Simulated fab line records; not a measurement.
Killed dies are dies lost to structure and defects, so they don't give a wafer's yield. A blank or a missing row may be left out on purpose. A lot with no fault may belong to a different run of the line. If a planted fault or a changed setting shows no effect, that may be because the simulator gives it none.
Which tool was responsible? || flow sky130 || 18 wafers sampled from 6 lots at 1 step of a route of 708

== WHAT THE GAUGES SHOWED, per wafer ==
SKY_VIA3_OVL_MEAS_13.
{"lot": "L220", "measured": "day 40 06:04", "on": "overlay-02", "VIA3_OVL (nm)": "-5 5 2"}
{"lot": "L223", "measured": "day 41 05:47", "on": "overlay-01", "VIA3_OVL (nm)": "6 8 2"}
{"lot": "L225", "measured": "day 41 17:13", "on": "overlay-01", "VIA3_OVL (nm)": "9 7 7"}
{"lot": "L231", "measured": "day 43 12:56", "on": "overlay-01", "VIA3_OVL (nm)": "-2 -7 -5"}
{"lot": "L239", "measured": "day 45 13:34", "on": "overlay-01", "VIA3_OVL (nm)": "1 1 3"}
{"lot": "L242", "measured": "day 46 03:17", "on": "overlay-01", "VIA3_OVL (nm)": "-2 -5 1"}

== EACH LOT AND THE TOOL THAT RAN IT (in order: tool; ch and the chambers of the sampled wafers; start) ==
No process step before these readings appears in the record.

== THE ANSWER, worked out from the rows above alone ==
Rule: the lots themselves supply what counts as usual. Put in order of their means at a reading, lots are off if they are a third of the lots or fewer, leave a main group of 4 or more, and stand apart from it by a gap of 3 or more times the standard deviation of the main group's means; of several such gaps the widest counts. A main group is skipped when, at the precision printed for the reading in the tables above, its means are all equal. Also off: a lot with no number at a reading for which 4 or more lots have one. All remaining lots with rows at the step are treated as sound.
Across all readings shown, no lot is off: no conclusion can be drawn from this.

== WHAT THE SIMULATOR HAD INSERTED ==
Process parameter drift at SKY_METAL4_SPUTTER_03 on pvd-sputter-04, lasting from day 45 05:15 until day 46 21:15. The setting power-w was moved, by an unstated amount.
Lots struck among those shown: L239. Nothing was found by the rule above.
